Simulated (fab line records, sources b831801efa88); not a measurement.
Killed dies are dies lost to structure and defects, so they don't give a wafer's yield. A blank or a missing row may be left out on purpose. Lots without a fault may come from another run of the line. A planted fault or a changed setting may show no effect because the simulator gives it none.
Which tool did it? | flow sky130 | 12 lots, 36 wafers sampled, at 4 steps of a route of 708

WHAT THE GAUGES READ, wafer by wafer
SKY_POLY_CUT_OVL_MEAS_09.
lot  | measured     | on         | POLY_CUT_OVL (nm)
L697 | day 25 06:29 | overlay-01 | 8 0 8
L699 | day 26 00:47 | overlay-02 | -2 -4 -6
L700 | day 26 06:35 | overlay-02 | -8 -5 -5
L704 | day 27 19:23 | overlay-02 | 1 4 5
L705 | day 28 05:35 | overlay-01 | -1 0 -6
L706 | day 28 13:45 | overlay-02 | -1 1 6
L711 | day 30 01:14 | overlay-01 | 8 3 8
L712 | day 30 03:41 | overlay-02 | 2 -3 3
L713 | day 30 06:53 | overlay-01 | -8 -5 -9
L714 | day 30 19:15 | overlay-02 | -5 -1 0
L716 | day 31 19:36 | overlay-02 | -8 -2 -7
L717 | day 31 22:41 | overlay-02 | 1 1 6

SKY_SD_P_CD_MEAS_07: target cd 380 nm.
lot  | measured     | on        | cd_nm (nm)
L697 | day 26 11:46 | cd_sem-01 | 379.6 379.6 377.9
L699 | day 27 06:17 | cd_sem-01 | 377.9 378.9 379.2
L700 | day 27 12:07 | cd_sem-02 | 380.8 377.2 379.5
L704 | day 28 21:23 | cd_sem-02 | 387.6 387.7 388.5
L705 | day 29 09:05 | cd_sem-02 | 389.9 390.5 391.5
L706 | day 29 15:47 | cd_sem-01 | 383.8 385.3 385.3
L711 | day 31 05:27 | cd_sem-01 | 380.1 379.5 380.2
L712 | day 31 07:14 | cd_sem-02 | 380.4 378.9 381.6
L713 | day 31 11:00 | cd_sem-01 | 381.9 379.2 383.0
L714 | day 31 22:13 | cd_sem-02 | 380.5 381.4 381.4
L716 | day 32 22:23 | cd_sem-02 | 375.7 377.2 373.9
L717 | day 33 00:54 | cd_sem-02 | 378.1 377.0 374.9

WHICH TOOL RAN EACH LOT (tool, then ch and the chambers of the sampled wafers, then the start)
lot  | SKY_LDD_N_STRIP_16                   | SKY_SD_P_DEVELOP_06
L697 | plasma_asher-03 ch 1, day 18 17:30   | litho_track-01 ch 0, day 26 11:35
L699 | plasma_asher-04 ch 0,1, day 19 14:26 | litho_track-04 ch 0, day 27 06:08
L700 | plasma_asher-01 ch 0,1, day 19 20:35 | litho_track-01 ch 0, day 27 11:58
L704 | plasma_asher-03 ch 0,1, day 21 12:56 | litho_track-04 ch 0, day 28 21:14
L705 | plasma_asher-04 ch 0,1, day 22 00:06 | litho_track-04 ch 0, day 29 08:56
L706 | plasma_asher-03 ch 0,1, day 22 09:05 | litho_track-04 ch 0, day 29 15:38
L711 | plasma_asher-03 ch 1, day 23 21:11   | litho_track-02 ch 0, day 31 05:18
L712 | plasma_asher-03 ch 0,1, day 24 02:44 | litho_track-02 ch 0, day 31 07:05
L713 | plasma_asher-01 ch 0,1, day 24 07:56 | litho_track-02 ch 0, day 31 10:51
L714 | plasma_asher-01 ch 0,1, day 24 17:47 | litho_track-01 ch 0, day 31 22:04
L716 | plasma_asher-01 ch 0, day 25 19:41   | litho_track-04 ch 0, day 32 22:14
L717 | plasma_asher-04 ch 0,1, day 26 00:44 | litho_track-02 ch 0, day 33 00:45
- SKY_LDD_N_STRIP_16: strips in O2/N2.
- SKY_SD_P_DEVELOP_06: develop time 60 s.

WHAT THE TOOLS THEMSELVES READ (means of the sampled wafers that have a number; where no wafer has one, the mark that the record gives instead)
SKY_LDD_N_STRIP_16.
lot  | tool            | drypump_motor_current_A (A) | oes_product_au (a.u.) | strip_time_to_endpoint_s (s)
L697 | plasma_asher-03 | 6.3                         | 0.404                 | 4.312
L699 | plasma_asher-04 | 5.8                         | 0.410                 | 4.315
L700 | plasma_asher-01 | 5.5                         | 0.410                 | 4.327
L704 | plasma_asher-03 | 5.9                         | 0.411                 | 4.294
L705 | plasma_asher-04 | 5.8                         | 0.404                 | 4.308
L706 | plasma_asher-03 | 5.9                         | 0.403                 | 4.307
L711 | plasma_asher-03 | 6.3                         | 0.407                 | 4.328
L712 | plasma_asher-03 | 5.6                         | 0.401                 | 4.309
L713 | plasma_asher-01 | 5.8                         | 0.404                 | 4.309
L714 | plasma_asher-01 | 5.8                         | 0.404                 | 4.303
L716 | plasma_asher-01 | 6.1                         | 0.405                 | 4.303
L717 | plasma_asher-04 | 5.8                         | 0.408                 | 4.308

SKY_SD_P_DEVELOP_06.
lot  | tool           | developer_temp_C (C)
L697 | litho_track-01 | 23.02
L699 | litho_track-04 | 23.14
L700 | litho_track-01 | 23.05
L704 | litho_track-04 | 20.68
L705 | litho_track-04 | 20.76
L706 | litho_track-04 | 20.72
L711 | litho_track-02 | 22.87
L712 | litho_track-02 | 23.01
L713 | litho_track-02 | 23.07
L714 | litho_track-01 | 23.03
L716 | litho_track-04 | 23.02
L717 | litho_track-02 | 23.03

THE ANSWER, worked out from the rows above alone
Rule: what is usual is taken from the lots themselves. Put in order of their means at a reading, lots are off if they are a third of the lots or fewer, leave a main group of 4 or more, and stand apart from it by a gap of 3 or more times the standard deviation of the main group's means; of several such gaps the widest counts. A main group whose means are all the same, to the digits that the tables above print for the reading, isn't used. A lot without any number at a reading at which 4 lots or more have one is off too. The other lots that the step has rows for count as sound. The gauges are gone through in route order, then the tools' own readings, and for those a lot's mean is taken as printed above. The first step at which some lot is off is used, and at that step the reading that is off furthest; a lot without a number counts as furthest.
Off: L704, L705, L706, at SKY_SD_P_DEVELOP_06 (developer_temp_C). The main group: mean 23.03 C, standard deviation 0.067.
A tool fits if, at that step or a process step before it, it ran every lot that is off, and no sound lot after the first of them. None of those tried fits.

WHAT THE SIMULATOR HAD PUT IN
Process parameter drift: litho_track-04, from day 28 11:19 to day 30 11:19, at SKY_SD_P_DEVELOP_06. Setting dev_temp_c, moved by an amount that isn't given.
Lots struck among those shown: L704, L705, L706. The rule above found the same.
